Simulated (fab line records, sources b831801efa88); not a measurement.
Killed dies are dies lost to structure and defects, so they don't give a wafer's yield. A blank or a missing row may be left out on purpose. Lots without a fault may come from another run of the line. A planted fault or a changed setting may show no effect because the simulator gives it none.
Chamber matching | flow sfq_line | SFQ_TRILAYER_C5_ETCH_VIA_ETCH_154 on rie_diel-04: 4 sister chambers
The step etches SiO2 in CHF3, stops on Nb, target depth 84 nm. 4 wafers are shown with their chamber, then 7 later ones without.

WAFERS WITH THEIR CHAMBER
wafer  | chamber | oes_product_au (a.u.)
L514.6 | 0       | 0.912
L530.1 | 1       | 0.883
L535.1 | 3       | 0.891
L535.2 | 2       | 0.884

WAFERS WITHOUT THEIR CHAMBER
wafer  | oes_product_au (a.u.)
L535.6 | 0.902
L536.1 | 0.880
L536.2 | 0.899
L536.3 | 0.894
L537.1 | 0.897
L537.3 | 0.905
L537.5 | 0.907

WHICH CHAMBER EACH WENT THROUGH
wafer  | from the rows above               | in truth
L535.6 | can't be placed: 0 or 3 or 2 or 1 | 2
L536.1 | can't be placed: 1 or 2 or 3      | 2
L536.2 | can't be placed: 3 or 0 or 2 or 1 | 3
L536.3 | can't be placed: 3 or 2 or 1      | 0
L537.1 | can't be placed: 3 or 2 or 1 or 0 | 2
L537.3 | can't be placed: 0 or 3           | 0
L537.5 | can't be placed: 0 or 3           | 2
Placed correctly: 0 of 7. Can't be placed from these rows: 7 (the true chamber is among the candidates in 5). Placed wrongly: 0.
How it was worked out, from the rows above alone: a wafer's distance from a chamber is the root of the sum, over the readings, of the square of ((its reading less the chamber's mean) divided by the reading's scatter). The wafer belongs to the nearest chamber; if the next one is less than 2 further off, it can't be placed. A chamber's mean is the mean of its shown wafers. The scatter: with one shown wafer a chamber, the root of the mean of the squares of how far each hidden wafer lies from its nearest shown one.
